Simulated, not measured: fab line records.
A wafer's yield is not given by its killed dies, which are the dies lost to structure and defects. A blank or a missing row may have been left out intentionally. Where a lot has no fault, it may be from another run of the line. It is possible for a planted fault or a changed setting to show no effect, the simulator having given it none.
One fault seen from 2 desks -- flow gf180mcu -- every desk sees just its own numbers, and what lay behind them comes last

== TOOL OWNER'S DESK, pvd sputter-04 ==
The tool's own readings at GF_MIM_SPUTTER_02 (material AlCu, target thk 450 nm, time 23.9 s): means of the sampled wafers that have a number, for each lot that ran on this tool. The brackets show how far a lot's mean lies from the usual mean; more than 4 standard deviations puts the lot out of limits, marked OUT.
Columns: A = chamber pressure pa at GF_MIM_SPUTTER_02, usual 0.4002 Pa; B = throttle valve pct at GF_MIM_SPUTTER_02, usual 30.5 %
lot,first seen here,A,B
L652,day 29 12:41,0.3998,30.6
L654,day 29 22:29,0.4001,30.6
L655,day 30 08:01,0.4003,30.4
This desk's verdict: no lot among the 3 shows anything out of limits.

== AT THE METROLOGY DESK ==
What the gauges read, lot by lot, whatever tool the lot ran on: means of the sampled wafers that have a number. The brackets show how far a lot's mean lies from the usual mean; more than 4 standard deviations puts the lot out of limits, marked OUT.
Columns: A = V4_W_RS at GF_V4_RS_MEAS_24, usual 0.328 ohm/sq; B = V4_W_THK at GF_V4_THK_MEAS_25, usual 358 nm
lot,first seen here,A,B
L642,day 26 00:02,0.334,353
L645,day 27 04:14,0.328,363
L652,day 29 12:05,0.327,361
L654,day 29 21:53,0.331,355
L655,day 30 07:24,0.327,361
L657,day 30 18:14,0.327,355
This desk's verdict: no lot among the 6 shows anything out of limits.

== PUT TOGETHER ==
Nothing out of limits was seen by the tool owner's desk.
The metrology desk saw nothing out of limits.

== WHAT HAD BEEN PUT IN BY THE SIMULATOR ==
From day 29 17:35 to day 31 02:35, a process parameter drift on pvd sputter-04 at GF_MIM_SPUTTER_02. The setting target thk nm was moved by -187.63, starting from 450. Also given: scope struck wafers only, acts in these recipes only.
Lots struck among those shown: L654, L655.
